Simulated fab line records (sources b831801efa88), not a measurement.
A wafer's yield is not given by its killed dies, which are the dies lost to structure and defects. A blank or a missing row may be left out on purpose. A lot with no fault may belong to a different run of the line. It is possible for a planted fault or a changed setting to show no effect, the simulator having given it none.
fab line records | flow sfq-line
record: lots: 13 wafers: 39 last-day: 95
route steps=325 shown L0V@23 M0@39 I0@56 M1@59
lots untouched by any fault: they come from a run of this same line in which no faults occurred
start-h: the number of hours between the record's first day and the start of the first shown wafer of the lot | wait-h: hours from the lot's prior step to this one | " unchanged from the row above | L1.1+2: a single row standing in for several wafers | - either no value or no given start | * or withheld: withheld | < > ~ a bound
route shown NAME@n: a module of which the file shows steps, and the number in the route of the first | usual: mean/standard deviation taken from wafers without a fault | same: alike in all rows | chamber/n: place in a boat | sites: the reading at each site | _std_site: the values' standard deviation | _edge_site: outer sites' mean less inner sites' | radius-mm: for every site, how far away it sits from the centre of the wafer | mask NAME#n: copy n | behind: the tool/chamber that last shaped the wafer | hold: why the lot was held/for how many hours/how that ended | device: which transistor (n, p or np) failed to switch | end of line: the same wafers' tests at the end of the route | a step without rows: its recipe alone | killed: at the first sort, the dies lost to defects and structure; wafer yield is something else | map: a wafer's dies, marking killed ones x, the rest . and places with no die _
set.NAME: the setting that was run; set.NAME@STEP: the one run at that earlier step | model.NAME: the simulator's own value behind a step, which no gauge read
a sample of lots followed through the steps of the route, with each step as a table and each wafer as a row
services: the hour from which a tool's chamber was out of use, counted from the record's first day as start-h (under 0 if before that day), plus the number of hours and why
== steps ==
step: SFQ_L0V_OVL_MEAS_903
usual: L0V_OVL: -2/4.7
columns lot.wafer tool chamber start-h wait-h L0V_OVL[nm]
L630.2 overlay-01 - 138.68 0.1 -1
L630.3 " - " " -5
L630.4 " - " " 9
L631.3 overlay-02 - 141.09 0.1 -5
L631.4 " - " " -1
L631.6 " - " " -7
L632.1 overlay-01 - 142.28 0.1 -3
L632.4 " - " " -7
L632.5 " - " " -9
L634.3 overlay-01 - 147.09 0.1 -4
L634.4 " - " " 1
L634.5 " - " " -11
L635.1 overlay-02 - 148.28 0.1 -8
L635.3 " - " " -5
L635.4 " - " " -2
L637.2 overlay-01 - 151.88 0.1 -9
L637.4 " - " " -10
L637.6 " - " " -2
L639.1 overlay-02 - 159.03 0.1 1
L639.5 " - " " -2
L639.6 " - " " -3
L644.1 overlay-02 - 172.23 0.1 0
L644.2 " - " " 0
L644.6 " - " " -2
L647.2 overlay-02 - 186.19 0.1 -13
L647.3 " - " " -7
L647.4 " - " " -13
L649.1 overlay-02 - 310.51 0.1 -6
L649.2 " - " " 1
L649.5 " - " " -11
L650.2 overlay-01 - 329.17 0.1 0
L650.4 " - " " 3
L650.6 " - " " 1
L652.3 overlay-02 - 349.33 0.1 2
L652.4 " - " " -6
L652.6 " - " " 2
L653.1 overlay-02 - 357.72 0.1 -3
L653.3 " - " " -4
L653.6 " - " " -7
step: SFQ_TRILAYER_M0_BARC_OPEN_METAL_ETCH_031
recipe: mask-material: PR chemistry: O2 target-depth-nm: 125 target: BARC icp-w: 600 bias-w: 80 pressure-mtorr: 10 time-s: 41.7
usual: chamber-pressure-mTorr: 9.999/0.0095 drypump-motor-current-A: 5.8/0.42 oes-product-au: 0.686/0.0047
columns lot.wafer tool chamber start-h wait-h chamber-pressure-mTorr drypump-motor-current-A oes-product-au rf-hours-counter-h
L630.2 rie-metal-03 1 238.99 0.0 9.987 5.3 0.682 148
L630.3 " 0 " " 10.004 5.4 0.684 -
L630.4 " 1 " " 9.997 5.3 0.681 -
L631.3 rie-metal-03 1 242.61 0.0 9.976 5.3 0.685 -
L631.4 " 0 " " 9.999 5.3 0.692 -
L631.6 " 0 " " 9.996 5.4 0.685 -
L632.1 rie-metal-04 0 244.99 0.0 9.998 6.2 0.682 32
L632.4 " 0 " " 10.002 6.2 0.683 -
L632.5 " 0 " " 10.015 6.2 0.691 -
L634.3 rie-metal-02 1 251.03 0.1 9.989 6.3 0.690 -
L634.4 " 1 " " 9.994 6.3 0.683 -
L634.5 " 1 " " 9.990 6.3 0.683 -
L635.1 rie-metal-04 0 253.39 0.0 10.006 6.2 0.687 33
L635.3 " 1 " " 9.998 6.0 0.683 -
L635.4 " 0 " " 10.007 6.2 0.679 -
L637.2 rie-metal-04 1 258.19 0.0 10.001 6.0 0.695 63
L637.4 " 0 " " 9.994 6.2 0.684 -
L637.6 " 0 " " 10.013 6.2 0.692 -
L639.1 rie-metal-03 1 272.59 0.0 9.992 5.3 0.689 151
L639.5 " 0 " " 10.002 5.4 0.684 -
L639.6 " 1 " " 10.003 5.3 0.684 -
L644.1 rie-metal-03 1 291.79 0.0 9.979 5.3 0.686 152
L644.2 " 1 " " 9.998 5.3 0.685 -
L644.6 " 1 " " 10.017 5.3 0.693 -
L647.2 rie-metal-03 0 309.34 0.0 10.018 5.4 0.693 1
L647.3 " 1 " " 9.998 5.3 0.684 -
L647.4 " 0 " " 9.993 5.3 0.690 -
L649.1 rie-metal-02 0 450.65 0.0 9.993 5.4 0.686 34
L649.2 " 1 " " 9.991 6.2 0.682 129
L649.5 " 1 " " 9.997 6.2 0.680 -
L650.2 rie-metal-04 0 471.05 0.0 9.992 6.2 0.691 63
L650.4 " 1 " " 9.994 6.1 0.688 -
L650.6 " 0 " " 10.005 6.2 0.687 -
L652.3 rie-metal-02 0 495.25 0.0 10.004 5.4 0.684 -
L652.4 " 1 " " 9.988 6.3 0.681 -
L652.6 " 0 " " 10.007 5.4 0.678 -
L653.1 rie-metal-04 0 498.83 0.0 9.992 6.2 0.697 69
L653.3 " 1 " " 9.990 6.0 0.689 -
L653.6 " 0 " " 10.008 6.2 0.683 -
step: SFQ_TRILAYER_I0_VIA_STRIP_STRIP_035
recipe: gas: O2 power-w: 200 platen-temp-c: 40 overash-fraction: 0.65 chemistry: O2 pressure-mtorr: 50
usual: chamber-pressure-mTorr: 50.00/0.045 drypump-motor-current-A: 5.6/0.33 oes-product-au: 1.004/0.0069
same: overash-fraction: 0.65
columns lot.wafer tool chamber start-h wait-h chamber-pressure-mTorr drypump-motor-current-A oes-product-au rf-hours-counter-h
L630.2 rie-metal-01 0 375.91 - 50.03 5.9 1.000 45
L630.3 " 1 " " 50.02 5.4 1.001 -
L630.4 " 0 " " 49.97 5.9 1.000 -
L631.3 rie-metal-03 0 380.65 - 50.06 5.3 1.011 -
L631.4 " 1 " " 49.99 5.3 1.009 -
L631.6 " 1 " " 50.01 5.3 1.005 -
L632.1 rie-metal-02 1 381.65 - 49.92 6.3 1.013 123
L632.4 " 1 " " 50.02 6.2 1.010 -
L632.5 " 1 " " 50.01 6.2 1.012 -
L634.3 rie-metal-03 1 385.45 - 49.99 5.3 0.996 -
L634.4 " 0 " " 50.01 5.4 0.999 -
L634.5 " 0 " " 49.99 5.4 0.999 -
L635.1 rie-metal-03 0 387.65 - 49.99 5.3 1.013 9
L635.3 " 1 " " 49.98 5.3 1.006 -
L635.4 " 0 " " 50.05 5.4 1.008 -
L637.2 rie-metal-03 0 390.05 - 49.98 5.4 1.002 10
L637.4 " 0 " " 49.94 5.3 1.003 -
L637.6 " 0 " " 50.05 5.4 1.002 -
L639.1 rie-metal-02 1 396.05 - 50.04 6.2 1.014 125
L639.5 " 1 " " 50.10 6.2 0.998 -
L639.6 " 0 " " 50.03 5.4 1.003 -
L644.1 rie-metal-02 1 442.85 - 50.03 6.2 1.008 129
L644.2 " 0 " " 49.96 5.4 0.999 33
L644.6 " 1 " " 49.98 6.2 1.000 -
L647.2 rie-metal-01 0 453.28 - 49.96 5.8 0.985 57
L647.3 " 1 " " 50.01 5.5 1.006 -
L647.4 " 0 " " 50.03 5.9 0.990 -
L649.1 rie-metal-01 0 470.08 - 50.04 5.9 1.007 60
L649.2 " 1 " " 49.98 5.4 1.006 75
L649.5 " 0 " " 50.01 5.9 1.010 -
L650.2 rie-metal-01 0 490.62 - 50.04 5.8 1.001 66
L650.4 " 0 " " 50.02 5.9 0.990 -
L650.6 " 1 " " 50.01 5.4 0.999 -
L652.3 rie-metal-03 0 660.85 - 49.94 5.4 1.021 -
L652.4 " 1 " " 49.95 5.3 0.988 -
L652.6 " 0 " " 49.97 5.4 1.017 -
L653.1 rie-metal-02 1 669.17 - 49.92 6.3 0.998 12
L653.3 " 0 " " 49.92 5.4 1.008 -
L653.6 " 1 " " 49.99 6.2 1.006 -
step: SFQ_TRILAYER_M1_DEP_SPUTTER_037
recipe: material: Nb base-pressure-pa: 1.33e-06 chamber-pressure-pa: 0.1333 substrate-temp-c: 20 resputter-cathode-voltage-v: 400 target-thk-nm: 200 power-w: 2000 time-s: 133.3
usual: throttle-valve-pct: 30.1/1.5
columns lot.wafer tool chamber start-h wait-h throttle-valve-pct
L630.2 pvd-sputter-06 - 376.71 0.0 27.1
L630.3 " - " " 29.5
L630.4 " - " " 31.0
L631.3 pvd-sputter-05 - 381.25 0.0 29.8
L631.4 " - " " 31.3
L631.6 " - " " 30.2
L632.1 pvd-sputter-06 - 382.47 0.0 27.2
L632.4 " - " " 30.8
L632.5 " - " " 30.8
L634.3 pvd-sputter-04 - 386.05 0.0 31.2
L634.4 " - " " 31.3
L634.5 " - " " 31.4
L635.1 pvd-sputter-04 - 388.45 0.0 31.1
L635.3 " - " " 31.2
L635.4 " - " " 31.2
L637.2 pvd-sputter-04 - 390.85 0.0 31.1
L637.4 " - " " 31.0
L637.6 " - " " 31.5
L639.1 pvd-sputter-05 - 396.87 0.0 26.7
L639.5 " - " " 27.0
L639.6 " - " " 29.9
L644.1 pvd-sputter-05 - 443.65 0.0 30.1
L644.2 " - " " 31.3
L644.6 " - " " 30.3
L647.2 pvd-sputter-05 - 454.09 0.0 31.2
L647.3 " - " " 26.9
L647.4 " - " " 30.2
L649.1 pvd-sputter-06 - 470.89 0.0 29.7
L649.2 " - " " 27.0
L649.5 " - " " 30.0
L650.2 pvd-sputter-06 - 491.43 0.0 30.0
L650.4 " - " " 27.2
L650.6 " - " " 30.0
L652.3 pvd-sputter-05 - 661.47 0.0 31.2
L652.4 " - " " 29.5
L652.6 " - " " 30.0
L653.1 pvd-sputter-06 - 669.98 0.0 26.9
L653.3 " - " " 30.9
L653.6 " - " " 30.0
step: SFQ_M1_RS_MEAS_909
recipe: thk-meas-gauge: four-point-probe reads: Nb_of_TRILAYER_M1_DEP_SPUTTER_037
usual: M1_NB_RS: 0.887/0.0095
columns lot.wafer tool chamber start-h wait-h M1_NB_RS[ohm/sq]
L630.2 film-metro-03 - 376.82 0.1 0.896
L630.3 " - " " 0.900
L630.4 " - " " 0.896
L631.3 film-metro-03 - 381.38 0.1 0.890
L631.4 " - " " 0.890
L631.6 " - " " 0.894
L632.1 film-metro-01 - 382.56 0.0 0.899
L632.4 " - " " 0.892
L632.5 " - " " 0.890
L634.3 film-metro-02 - 386.18 0.1 0.894
L634.4 " - " " 0.883
L634.5 " - " " 0.884
L635.1 film-metro-02 - 388.54 0.0 0.899
L635.3 " - " " 0.890
L635.4 " - " " 0.894
L637.2 film-metro-03 - 390.96 0.1 0.485
L637.4 " - " " 0.875
L637.6 " - " " 0.488
L639.1 film-metro-03 - 396.96 0.0 0.896
L639.5 " - " " 0.883
L639.6 " - " " 0.870
L644.1 film-metro-01 - 443.74 0.0 0.885
L644.2 " - " " 0.880
L644.6 " - " " 0.885
L647.2 film-metro-03 - 454.20 0.1 0.873
L647.3 " - " " 0.881
L647.4 " - " " 0.862
L649.1 film-metro-01 - 470.98 0.0 0.891
L649.2 " - " " 0.885
L649.5 " - " " 0.875
L650.2 film-metro-02 - 491.54 0.1 0.885
L650.4 " - " " 0.884
L650.6 " - " " 0.882
L652.3 film-metro-03 - 661.60 0.1 0.878
L652.4 " - " " 0.884
L652.6 " - " " 0.885
L653.1 film-metro-01 - 670.07 0.0 0.894
L653.3 " - " " 0.891
L653.6 " - " " 0.900
step: SFQ_TRILAYER_M1_ETCH_METAL_ETCH_042
recipe: target: Nb stop-on: SiO2 mask-material: PR chemistry: Cl2/Ar target-depth-nm: 240 icp-w: 600 bias-w: 80 pressure-mtorr: 10 time-s: 120
usual: chamber-pressure-mTorr: 10.000/0.0095 drypump-motor-current-A: 5.7/0.37 oes-product-au: 0.897/0.0068
columns lot.wafer tool chamber start-h wait-h chamber-pressure-mTorr drypump-motor-current-A oes-product-au rf-hours-counter-h
L630.2 rie-metal-03 0 421.42 0.0 10.012 5.4 0.891 14
L630.3 " 1 " " 9.997 5.3 0.897 -
L630.4 " 0 " " 9.996 5.3 0.898 -
L631.3 rie-metal-04 0 425.06 0.1 10.005 6.2 0.892 -
L631.4 " 1 " " 9.996 6.0 0.894 -
L631.6 " 1 " " 10.002 6.0 0.893 -
L632.1 rie-metal-03 0 426.22 0.0 10.008 5.4 0.881 15
L632.4 " 0 " " 10.009 5.4 0.901 -
L632.5 " 1 " " 9.993 5.3 0.901 -
L634.3 rie-metal-04 1 429.86 0.1 10.006 6.1 0.896 -
L634.4 " 0 " " 10.015 6.2 0.906 -
L634.5 " 1 " " 10.021 6.1 0.896 -
L635.1 rie-metal-03 0 432.22 0.0 9.998 5.4 0.894 15
L635.3 " 0 " " 9.997 5.4 0.899 -
L635.4 " 1 " " 9.990 5.3 0.897 -
L637.2 rie-metal-01 1 434.62 0.0 10.002 5.5 0.988 69
L637.4 " 1 " " 10.014 5.5 0.900 -
L637.6 " 1 " " 9.984 5.5 1.005 -
L639.1 rie-metal-04 1 440.62 0.0 9.999 6.0 0.891 87
L639.5 " 1 " " 9.999 6.1 0.912 -
L639.6 " 0 " " 10.005 6.2 0.909 -
L644.1 rie-metal-04 0 451.99 0.0 10.024 6.2 0.895 59
L644.2 " 1 " " 10.004 6.1 0.905 89
L644.6 " 0 " " 9.998 6.2 0.897 -
L647.2 rie-metal-01 0 467.59 0.0 10.002 5.8 0.905 60
L647.3 " 1 " " 9.994 5.5 0.908 -
L647.4 " 0 " " 9.998 5.9 0.914 -
L649.1 rie-metal-04 0 474.79 0.0 9.997 6.2 0.898 64
L649.2 " 1 " " 9.992 6.0 0.894 93
L649.5 " 1 " " 9.995 6.1 0.908 -
L650.2 rie-metal-01 0 511.66 0.1 10.018 5.8 0.903 68
L650.4 " 1 " " 10.010 5.5 0.893 -
L650.6 " 0 " " 9.996 5.9 0.904 -
L652.3 rie-metal-04 0 808.33 0.1 10.005 6.2 0.897 -
L652.4 " 0 " " 9.983 6.2 0.894 -
L652.6 " 0 " " 9.990 6.2 0.900 -
L653.1 rie-metal-04 0 816.64 0.1 10.009 6.3 0.890 114
L653.3 " 0 " " 9.997 6.3 0.895 -
L653.6 " 0 " " 10.009 6.2 0.884 -
== services ==
columns tool chamber start-h hours kind
rie-metal-01 - 222.32 0.2 repair
rie-metal-02 0 227.83 25.7 repair
rie-metal-02 - 334.85 1.4 pm
rie-metal-02 1 339.84 8.7 repair
rie-metal-03 0 341.89 26.5 repair
rie-metal-03 - 480.36 1.3 repair
rie-metal-01 1 480.73 7.6 repair
rie-metal-03 - 481.62 2.8 pm
rie-metal-03 - 485.71 0.3 repair
rie-metal-04 1 493.02 3.1 repair
rie-metal-02 - 522.92 14.6 pm
pvd-sputter-05 - 530.03 4.3 repair
pvd-sputter-05 - 535.52 2.3 repair
rie-metal-03 - 535.82 0.3 repair
rie-metal-03 1 555.94 14.2 repair
pvd-sputter-06 - 557.88 0.9 repair
rie-metal-02 1 572.53 6.3 repair
rie-metal-03 0 618.72 2.1 repair
rie-metal-03 - 647.86 1.4 pm
rie-metal-01 1 654.39 5.0 repair
rie-metal-04 0 657.09 4.5 repair
rie-metal-03 - 695.96 0.4 repair
rie-metal-03 0 704.17 59.2 repair
rie-metal-02 - 790.26 0.8 repair
== key ==
first-sign: step: SFQ_M1_RS_MEAS_909 reading: M1_NB_RS direction: down sigmas: 42 usual: 0.887 struck: 0.487
effect: step: SFQ_TRILAYER_M1_ETCH_METAL_ETCH_042 reading: oes-product-au direction: up sigmas: 15 usual: 0.897 struck: 0.996
met-at SFQ_TRILAYER_M1_DEP_SPUTTER_037
struck-lots L637
struck-wafers L637.2,L637.6
not-acting-at SFQ_L0V_OVL_MEAS_903,SFQ_TRILAYER_M0_BARC_OPEN_METAL_ETCH_031,SFQ_TRILAYER_I0_VIA_STRIP_STRIP_035
onset-between 388.45 390.85
fault: kind: process-parameter-drift tool: pvd-sputter-04 chamber: - onset-h: 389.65 steps: SFQ_TRILAYER_M1_DEP_SPUTTER_037 channel: target-thk-nm offset: 161.15 shape: step end-h: 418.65 scope: struck-wafers-only acts-in: these-recipes-only stated: 200
